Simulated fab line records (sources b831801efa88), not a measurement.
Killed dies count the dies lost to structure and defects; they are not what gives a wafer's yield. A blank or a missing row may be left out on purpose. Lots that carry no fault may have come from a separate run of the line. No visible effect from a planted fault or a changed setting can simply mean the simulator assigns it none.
fab line records -- flow sky130
record: lots: 6, wafers: 18, last_day: 50
route steps=708 shown SONOS_TUNNEL@158 SONOS_ONO@168 PAD_OPEN@708
lots that met no fault: taken from a fault-free run of the same line
start_h: start of the lot's first displayed wafer, in hours after the record's first day -- wait_h: time in hours since the lot's previous step -- " same as the row above -- L1.1+2: a row that stands for several wafers -- - no value present, or no start provided -- * or withheld: withheld -- < > ~ a bound
route shown NAME@n: names a module that has steps shown in the file, with the first one's number in the route -- usual: mean/standard deviation taken from wafers without a fault -- same: alike in all rows -- chamber/n: place in a boat -- sites: per-site readings -- _std_site: how widely they spread, as a standard deviation -- _edge_site: inner sites' mean taken away from outer sites' mean -- radius_mm: how far each site lies from the wafer's centre -- mask NAME#n: copy n -- behind: the tool/chamber that last shaped the wafer -- hold: the reason the lot was held/the length of the hold in hours/how it ended -- device: transistor that didn't switch, given as n, p or np -- end of line: the same wafers' tests at the end of the route -- a step given without rows: its recipe and nothing more -- killed: dies that structure and defects cost at the first sort, which is not the same as the wafer's yield -- map: a wafer's dies, marking killed ones x, the rest . and places with no die _
set.NAME: the setting as run; set.NAME@STEP: as run at that earlier step -- model.NAME: the simulator's own value behind a step, which no gauge read
lots at selected steps of the route; one table per step, one row per wafer
services: a tool's chamber out of use, with start hour (start_h, from the record's first day; less than 0 if before it), hours out, and reason
== steps ==
step: SKY_SONOS_TUNNEL_EXPOSE_04
recipe: mask_id: TUNM, na: 0.6, source_shape: conventional, sigma_outer: 0.6, polarization: unpolarized, target_cd_nm: 410, dose_mj: 136
step: SKY_SONOS_TUNNEL_PEB_05
recipe: temp_c: withheld, time_s: *, resist: NOVOLAK
step: SKY_SONOS_TUNNEL_DEVELOP_06
recipe: resist: NOVOLAK, developer: TMAH, develop_time_s: 60, dev_temp_c: 23.45
step: SKY_SONOS_TUNNEL_CD_MEAS_07
recipe: target_cd_nm: 410
usual: cd_nm: 410.6/2.6
lot.wafer,tool,chamber,start_h,wait_h,cd_nm
L692.1,cd_sem-02,-,244.44,0.1,409.6
L692.4,cd_sem-02,-,244.44,0.1,407.8
L692.5,cd_sem-02,-,244.44,0.1,410.7
L697.3,cd_sem-01,-,291.57,0.1,407.5
L697.5,cd_sem-01,-,291.57,0.1,409.6
L697.6,cd_sem-01,-,291.57,0.1,407.4
L699.2,cd_sem-02,-,308.70,0.1,414.5
L699.3,cd_sem-02,-,308.70,0.1,413.9
L699.6,cd_sem-02,-,308.70,0.1,414.7
L711.1,cd_sem-01,-,398.01,0.2,416.0
L711.4,cd_sem-01,-,398.01,0.2,415.0
L711.6,cd_sem-01,-,398.01,0.2,412.1
L714.1,cd_sem-02,-,416.83,0.1,406.9
L714.3,cd_sem-02,-,416.83,0.1,407.2
L714.6,cd_sem-02,-,416.83,0.1,406.8
L715.1,cd_sem-02,-,431.48,0.1,416.0
L715.5,cd_sem-02,-,431.48,0.1,415.0
L715.6,cd_sem-02,-,431.48,0.1,415.4
step: SKY_SONOS_TUNNEL_OVL_MEAS_08
usual: SONOS_TUNNEL_OVL: 0.6/1.2
lot.wafer,tool,chamber,start_h,wait_h,SONOS_TUNNEL_OVL[nm]
L692.1,overlay-01,-,244.56,0.1,-1.9
L692.4,overlay-01,-,244.56,0.1,1.0
L692.5,overlay-01,-,244.56,0.1,0.9
L697.3,overlay-01,-,291.67,0.1,2.4
L697.5,overlay-01,-,291.67,0.1,2.4
L697.6,overlay-01,-,291.67,0.1,3.3
L699.2,overlay-01,-,308.81,0.1,1.3
L699.3,overlay-01,-,308.81,0.1,1.8
L699.6,overlay-01,-,308.81,0.1,2.1
L711.1,overlay-02,-,398.13,0.1,0.8
L711.4,overlay-02,-,398.13,0.1,2.6
L711.6,overlay-02,-,398.13,0.1,1.7
L714.1,overlay-02,-,416.95,0.1,-0.8
L714.3,overlay-02,-,416.95,0.1,-2.0
L714.6,overlay-02,-,416.95,0.1,0.8
L715.1,overlay-02,-,431.60,0.1,2.7
L715.5,overlay-02,-,431.60,0.1,1.5
L715.6,overlay-02,-,431.60,0.1,0.0
step: SKY_SONOS_TUNNEL_IMPLANT_09
recipe: species: B, energy_kev: 20, dose_cm2: 1e+12, tilt_deg: withheld
step: SKY_SONOS_TUNNEL_WET_ETCH_10
recipe: chemistry: dHF, target_depth_nm: 14, target: SiO2, dilution: 100:1, temp_c: 25, time_s: 280
step: SKY_SONOS_TUNNEL_STRIP_11
recipe: chemistry: SPM, time_s: 600, temp_c: 130
step: SKY_SONOS_TUNNEL_TW_MEAS_12
usual: SONOS_TUNNEL_TW: 197.6/2.4
lot.wafer,tool,chamber,start_h,wait_h,SONOS_TUNNEL_TW
L692.1,film_metro-01,-,245.01,0.0,196.3
L692.4,film_metro-01,-,245.01,0.0,194.9
L692.5,film_metro-01,-,245.01,0.0,195.7
L697.3,film_metro-01,-,292.14,0.0,197.5
L697.5,film_metro-01,-,292.14,0.0,197.2
L697.6,film_metro-01,-,292.14,0.0,196.8
L699.2,film_metro-01,-,309.28,0.0,197.0
L699.3,film_metro-01,-,309.28,0.0,196.8
L699.6,film_metro-01,-,309.28,0.0,197.5
L711.1,film_metro-01,-,398.76,0.0,198.9
L711.4,film_metro-01,-,398.76,0.0,197.4
L711.6,film_metro-01,-,398.76,0.0,197.3
L714.1,film_metro-03,-,417.49,0.0,201.4
L714.3,film_metro-03,-,417.49,0.0,201.8
L714.6,film_metro-03,-,417.49,0.0,200.1
L715.1,film_metro-01,-,432.05,0.0,195.2
L715.5,film_metro-01,-,432.05,0.0,196.2
L715.6,film_metro-01,-,432.05,0.0,197.4
step: SKY_SONOS_TUNNEL_CLEAN_13
recipe: chemistry: dHF, time_s: 20, dilution: 100:1, dry: ipa_marangoni
step: SKY_SONOS_ONO_OXIDATION_00
recipe: temp_c: 800, ambient: O2, idle_temp_c: 700, ramp_up_c_per_min: 10, ramp_down_c_per_min: 3, stabilise_s: 600, purge_s: 300, target_thk_a: 26, ox_time_s: 1249
step: SKY_SONOS_ONO_THK_MEAS_01
recipe: reads: SiO2_of_SONOS_ONO_OXIDATION_00
usual: SONOS_ONO_OXIDATION_THK: 2.59/0.056
lot.wafer,tool,chamber,start_h,wait_h,SONOS_ONO_OXIDATION_THK[nm]
L692.1,film_metro-03,-,249.80,0.0,2.63
L692.4,film_metro-03,-,249.80,0.0,2.70
L692.5,film_metro-03,-,249.80,0.0,2.64
L697.3,film_metro-01,-,294.50,0.0,2.56
L697.5,film_metro-01,-,294.50,0.0,2.51
L697.6,film_metro-01,-,294.50,0.0,2.54
L699.2,film_metro-02,-,312.88,0.0,2.55
L699.3,film_metro-02,-,312.88,0.0,2.46
L699.6,film_metro-02,-,312.88,0.0,2.56
L711.1,film_metro-01,-,400.78,0.0,2.64
L711.4,film_metro-01,-,400.78,0.0,2.65
L711.6,film_metro-01,-,400.78,0.0,2.64
L714.1,film_metro-01,-,420.97,0.0,2.63
L714.3,film_metro-01,-,420.97,0.0,2.65
L714.6,film_metro-01,-,420.97,0.0,2.66
L715.1,film_metro-02,-,434.66,0.0,2.59
L715.5,film_metro-02,-,434.66,0.0,2.62
L715.6,film_metro-02,-,434.66,0.0,2.52
step: SKY_SONOS_ONO_CVD_02
recipe: material: Si3N4, precursor: DCS/NH3, target_thk_nm: 10.5, temp_c: 770, time_s: 180, pressure_mtorr: 250
usual: spike_tc_centre_C: 771.4/1.2, zone_power_centre_pct: 14.29/0.15, zone_power_lower_pct: 12.16/0.18, zone_power_upper_pct: 13.23/0.25
lot.wafer,tool,chamber,start_h,wait_h,spike_tc_centre_C,zone_power_centre_pct,zone_power_lower_pct,zone_power_upper_pct,model.Si3N4_of_SONOS_ONO_CVD_02.thk_nm
L692.1,lpcvd-02,0,250.29,0.5,772.6,14.30,12.28,13.19,10.69
L692.4,lpcvd-02,0,250.29,0.5,771.1,14.38,12.33,13.07,10.64
L692.5,lpcvd-02,0,250.29,0.5,772.9,14.15,11.98,13.17,10.55
L697.3,lpcvd-02,0,295.88,1.4,790.4,19.25,9.90,10.71,12.19
L697.5,lpcvd-02,0,295.88,1.4,789.8,19.34,9.87,10.67,12.04
L697.6,lpcvd-02,0,295.88,1.4,789.3,19.40,10.07,10.51,11.99
L699.2,lpcvd-02,0,312.93,0.0,790.1,19.53,10.12,10.59,11.53
L699.3,lpcvd-02,0,312.93,0.0,790.9,19.82,10.00,10.48,11.24
L699.6,lpcvd-02,0,312.93,0.0,791.6,19.41,9.81,10.61,10.71
L711.1,lpcvd-02,1,401.79,1.0,769.6,14.23,11.93,13.47,10.56
L711.4,lpcvd-02,1,401.79,1.0,770.0,14.35,12.02,13.62,10.51
L711.6,lpcvd-02,1,401.79,1.0,770.5,14.27,11.72,13.10,10.41
L714.1,lpcvd-02,0,423.11,2.1,772.4,14.21,12.38,13.12,10.7
L714.3,lpcvd-02,0,423.11,2.1,772.5,14.44,12.25,12.86,10.53
L714.6,lpcvd-02,0,423.11,2.1,771.3,14.45,12.14,12.88,10.63
L715.1,lpcvd-02,1,434.72,0.1,770.3,14.36,12.10,13.42,10.7
L715.5,lpcvd-02,1,434.72,0.1,770.6,14.04,11.78,13.53,10.77
L715.6,lpcvd-02,1,434.72,0.1,772.3,14.27,12.15,13.68,10.83
step: SKY_SONOS_ONO_THK_MEAS_03
recipe: reads: Si3N4_of_SONOS_ONO_CVD_02
usual: SONOS_ONO_CVD_02_THK: 10.56/0.14
lot.wafer,tool,chamber,start_h,wait_h,SONOS_ONO_CVD_02_THK[nm]
L692.1,film_metro-02,-,251.35,0.0,10.74
L692.4,film_metro-02,-,251.35,0.0,10.67
L692.5,film_metro-02,-,251.35,0.0,10.57
L697.3,film_metro-01,-,296.95,0.0,12.20
L697.5,film_metro-01,-,296.95,0.0,12.03
L697.6,film_metro-01,-,296.95,0.0,12.04
L699.2,film_metro-02,-,313.99,0.0,11.52
L699.3,film_metro-02,-,313.99,0.0,11.21
L699.6,film_metro-02,-,313.99,0.0,10.77
L711.1,film_metro-02,-,402.84,0.0,10.54
L711.4,film_metro-02,-,402.84,0.0,10.49
L711.6,film_metro-02,-,402.84,0.0,10.44
L714.1,film_metro-03,-,424.68,0.0,10.67
L714.3,film_metro-03,-,424.68,0.0,10.56
L714.6,film_metro-03,-,424.68,0.0,10.61
L715.1,film_metro-01,-,435.77,0.0,10.75
L715.5,film_metro-01,-,435.77,0.0,10.74
L715.6,film_metro-01,-,435.77,0.0,10.81
step: SKY_SONOS_ONO_CVD_04
recipe: material: SiO2, precursor: SiH4/N2O, target_thk_nm: 5.7199, temp_c: 900, pressure_mtorr: 400
step: SKY_PAD_OPEN_PROBE_99
usual: killed_at_M0_to_M3: 44/6.6, killed_at_M4_up: 2.9/1.8, killed_at_contacts: 24/4.8, killed_at_front_end: 15/4.5, killed_at_other: 0.3/0.64, killed_dies: 86/8.7, killed_open: 47/6.5, killed_short: 39/5.8
same: gross_dies: 492, killed_at_back_side: 0
lot.wafer,tool,chamber,start_h,wait_h,killed_at_M0_to_M3,killed_at_M4_up,killed_at_contacts,killed_at_front_end,killed_at_other,killed_dies,killed_open,killed_short,model.etest.sonos_erased.drive_ua_um,model.etest.sonos_uncharged.r_on_ohm_um,model.etest.cap_ono.gate_log10_a_cm2,model.etest.cap_ono.gate_bv_v,model.etest.cap_ono.tox_acc_nm,model.etest.sonos_programmed.vt_v,model.etest.sonos_erased.vt_v,model.etest.sonos_baked.vt_v
L692.1,prober-01,-,1071.98,0.1,40,3,32,11,0,86,51,35,201.2,794.8,-8.143,16.74,13.09,1.386,-2.235,0.901
L692.4,prober-01,-,1072.13,0.2,39,2,23,29,0,93,49,44,173.3,803.7,-8.08,16.25,13.01,1.435,-2.211,0.9107
L692.5,prober-01,-,1072.18,0.2,41,5,15,18,0,79,37,42,203,812.8,-8.023,16.2,12.92,1.419,-2.289,0.8958
L697.3,prober-02,-,1109.01,0.2,51,6,17,19,0,93,55,38,156.3,823.6,-8.966,16.95,13.71,1.007,-1.892,0.6206
L697.5,prober-02,-,1109.11,0.2,36,2,22,15,0,75,40,35,161.7,837.7,-8.789,17.06,13.54,1.077,-1.972,0.7497
L697.6,prober-02,-,1109.16,0.2,53,2,26,19,0,100,54,46,135.5,821.7,-8.775,17.48,13.52,1.086,-1.937,0.7227
L699.2,prober-01,-,1137.77,0.1,42,0,25,14,0,81,42,39,168.4,844.7,-8.749,16.88,13.47,1.108,-2.019,0.7239
L699.3,prober-01,-,1137.82,0.2,43,3,27,14,2,89,53,35,159.7,842.1,-8.386,17.17,13.25,1.252,-2.115,0.8455
L699.6,prober-01,-,1137.97,0.2,64,6,31,9,1,111,72,39,196.4,819,-8.17,16.53,13.05,1.38,-2.235,0.9078
L711.1,prober-02,-,1177.85,0.1,42,4,31,16,0,93,44,49,164.8,803.9,-7.849,16.38,12.81,1.508,-2.271,1.057
L711.4,prober-02,-,1178.00,0.2,43,6,25,9,1,84,49,35,159.2,823.5,-8.013,16.69,12.87,1.505,-2.217,0.9803
L711.6,prober-02,-,1178.10,0.2,52,1,19,17,0,89,48,41,173.9,827.1,-7.857,16.55,12.88,1.481,-2.251,0.9952
L714.1,prober-01,-,1186.76,0.1,41,4,25,22,1,93,55,37,158.3,816.9,-8.184,16.6,13.15,1.375,-2.138,0.874
L714.3,prober-01,-,1186.86,0.2,36,4,21,21,0,82,42,35,168.9,796.9,-8.203,16.68,13.05,1.378,-2.186,0.9012
L714.6,prober-01,-,1187.01,0.2,53,3,16,13,0,85,48,36,158.7,803.2,-8.22,16.78,13.12,1.338,-2.153,0.85
L715.1,prober-02,-,1195.61,0.1,44,2,25,13,0,84,46,38,188.6,798.2,-7.933,16.37,12.86,1.461,-2.307,0.9116
L715.5,prober-02,-,1195.81,0.2,52,2,28,17,0,99,59,40,180.2,832.2,-8.011,16.52,13.01,1.402,-2.234,0.9471
L715.6,prober-02,-,1195.86,0.2,47,2,23,4,0,76,34,41,214.4,780.9,-8.09,16.96,13.04,1.318,-2.287,0.8558
killed by level:class
L692.1 CONTACT:geometric_particle:open=14 VIA1:geometric_particle:open=10 LI_CONTACT:geometric_particle:open=8 VIA3:geometric_particle:open=7 METAL1:geometric_particle:short=7 CONTACT:geometric_particle:short=4 VIA2:geometric_particle:open=4 VIA3:geometric_particle:short=4
L692.4 CONTACT:geometric_particle:open=10 VIA1:geometric_particle:open=9 FIELD_ISO:geometric_particle:open=7 LI_CONTACT:geometric_particle:open=7 FIELD_ISO:geometric_particle:short=5 LOCAL_INTERCONNECT:geometric_particle:short=5 VIA2:geometric_particle:open=5 VIA1:geometric_particle:short=5
L692.5 VIA3:geometric_particle:open=10 CONTACT:geometric_particle:short=6 VIA1:geometric_particle:open=6 VIA2:geometric_particle:open=6 FIELD_ISO:geometric_particle:short=5 METAL2:geometric_particle:short=5 CONTACT:geometric_particle:open=4 VIA1:geometric_particle:short=4
L697.3 VIA1:geometric_particle:open=16 VIA3:geometric_particle:open=9 VIA1:geometric_particle:short=7 VIA2:geometric_particle:open=7 FIELD_ISO:geometric_particle:short=6 POLY_GATE:geometric_particle:open=5 CONTACT:geometric_particle:open=5 CONTACT:geometric_particle:short=4
L697.5 VIA1:geometric_particle:open=11 CONTACT:geometric_particle:open=9 FIELD_ISO:geometric_particle:short=5 VIA2:geometric_particle:open=5 VIA3:geometric_particle:open=5 METAL1:geometric_particle:short=4 POLY_GATE:geometric_particle:short=4 LI_CONTACT:geometric_particle:open=4
L697.6 VIA1:geometric_particle:open=14 CONTACT:geometric_particle:open=12 VIA2:geometric_particle:open=10 METAL2:geometric_particle:short=7 VIA3:geometric_particle:short=7 LI_CONTACT:geometric_particle:open=6 CONTACT:geometric_particle:short=6 FIELD_ISO:geometric_particle:open=5
L699.2 CONTACT:geometric_particle:open=12 METAL2:geometric_particle:short=7 VIA3:geometric_particle:open=7 VIA1:geometric_particle:open=6 LOCAL_INTERCONNECT:geometric_particle:short=6 FIELD_ISO:geometric_particle:short=5 METAL1:geometric_particle:short=4 VIA2:geometric_particle:open=4
L699.3 VIA1:geometric_particle:open=15 LI_CONTACT:geometric_particle:open=12 CONTACT:geometric_particle:open=8 VIA3:geometric_particle:short=8 VIA1:geometric_particle:short=5 VIA2:geometric_particle:open=5 FIELD_ISO:geometric_particle:short=4 POLY_GATE:geometric_particle:open=4
L699.6 VIA1:geometric_particle:open=18 VIA3:geometric_particle:open=11 LI_CONTACT:geometric_particle:open=9 VIA2:geometric_particle:open=9 CONTACT:geometric_particle:open=8 METAL2:geometric_particle:short=7 LI_CONTACT:geometric_particle:short=4 METAL2:geometric_particle:open=4
L711.1 CONTACT:geometric_particle:short=12 VIA2:geometric_particle:open=9 VIA1:geometric_particle:open=8 LOCAL_INTERCONNECT:geometric_particle:short=7 LI_CONTACT:geometric_particle:open=6 VIA3:geometric_particle:short=5 VIA3:geometric_particle:open=5 POLY_GATE:geometric_particle:short=4
L711.4 VIA1:geometric_particle:open=15 CONTACT:geometric_particle:open=6 LI_CONTACT:geometric_particle:open=6 METAL2:geometric_particle:short=5 VIA3:geometric_particle:open=5 LI_CONTACT:geometric_particle:short=5 VIA3:geometric_particle:short=5 CONTACT:geometric_particle:short=4
L711.6 VIA1:geometric_particle:open=12 VIA3:geometric_particle:open=8 VIA2:geometric_particle:open=6 SPACER:geometric_particle:open=5 METAL2:geometric_particle:short=5 VIA2:geometric_particle:short=5 POLY_GATE:geometric_particle:open=4 LI_CONTACT:geometric_particle:short=4
L714.1 VIA1:geometric_particle:open=14 FIELD_ISO:geometric_particle:short=9 CONTACT:geometric_particle:open=9 VIA2:geometric_particle:open=8 CONTACT:geometric_particle:short=7 LI_CONTACT:geometric_particle:open=6 METAL2:geometric_particle:short=4 POLY_GATE:geometric_particle:open=4
L714.3 VIA1:geometric_particle:open=10 CONTACT:geometric_particle:open=9 VIA2:geometric_particle:open=9 POLY_GATE:geometric_particle:short=4 CONTACT:geometric_particle:short=4 METAL2:geometric_particle:short=4 NWELL:coat_microbubble_printed=4 FIELD_ISO:geometric_particle:short=3
L714.6 VIA1:geometric_particle:open=11 VIA3:geometric_particle:open=11 VIA1:geometric_particle:short=6 METAL2:geometric_particle:short=6 CONTACT:geometric_particle:open=5 METAL1:geometric_particle:short=5 VIA2:geometric_particle:open=5 LI_CONTACT:geometric_particle:open=4
L715.1 VIA1:geometric_particle:open=13 CONTACT:geometric_particle:short=10 CONTACT:geometric_particle:open=8 VIA3:geometric_particle:open=6 FIELD_ISO:geometric_particle:short=5 METAL2:geometric_particle:short=5 LI_CONTACT:geometric_particle:open=5 VIA1:geometric_particle:short=5
L715.5 VIA3:geometric_particle:open=12 CONTACT:geometric_particle:open=10 VIA1:geometric_particle:open=7 LI_CONTACT:geometric_particle:short=6 METAL1:geometric_particle:short=6 FIELD_ISO:geometric_particle:open=5 VIA2:geometric_particle:open=5 LI_CONTACT:geometric_particle:open=5
L715.6 VIA3:geometric_particle:open=8 VIA1:geometric_particle:short=8 VIA2:geometric_particle:open=7 CONTACT:geometric_particle:open=7 CONTACT:geometric_particle:short=7 METAL1:geometric_particle:short=6 METAL2:geometric_particle:short=5 VIA2:geometric_particle:short=5
== services ==
tool,chamber,start_h,hours,kind
lpcvd-02,-,256.53,0.8,pm
lpcvd-02,-,304.59,2.5,repair
== key ==
first_sign: step: SKY_SONOS_ONO_CVD_02, reading: zone_power_centre_pct, direction: up, sigmas: 36, usual: 14.29, struck: 19.46
effect: step: SKY_SONOS_ONO_CVD_02, reading: spike_tc_centre_C, direction: up, sigmas: 16, usual: 771.4, struck: 790.4
effect: step: SKY_SONOS_ONO_THK_MEAS_03, reading: SONOS_ONO_CVD_02_THK, direction: up, sigmas: 7.8, usual: 10.56, struck: 11.63, wafers_moved: 5
model_effect: step: SKY_SONOS_ONO_CVD_02, value: Si3N4_of_SONOS_ONO_CVD_02.thk_nm, without: 10.49, struck: 11.62
model_effect: step: SKY_PAD_OPEN_PROBE_99, value: etest.sonos_erased.drive_ua_um, without: 196.5, struck: 163
met_at SKY_SONOS_ONO_CVD_02
struck_wafers L697.3,L697.5,L697.6,L699.2,L699.3,L699.6
tester_left_out L697,L699
onset_between 250.29 295.88
fault: kind: process_parameter_drift, tool: lpcvd-02, chamber: 0, onset_h: 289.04, steps: SKY_SONOS_ONO_CVD_02, channel: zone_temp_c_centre, offset: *, shape: step, end_h: 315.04
tester_left_out: of these lots the tester's yield and bins aren't shown, on N5 and GAA mostly nor the transistor test; their killed dies are dies lost to structure and defects alone, not to doping, threshold or leakage, so they don't give the yield
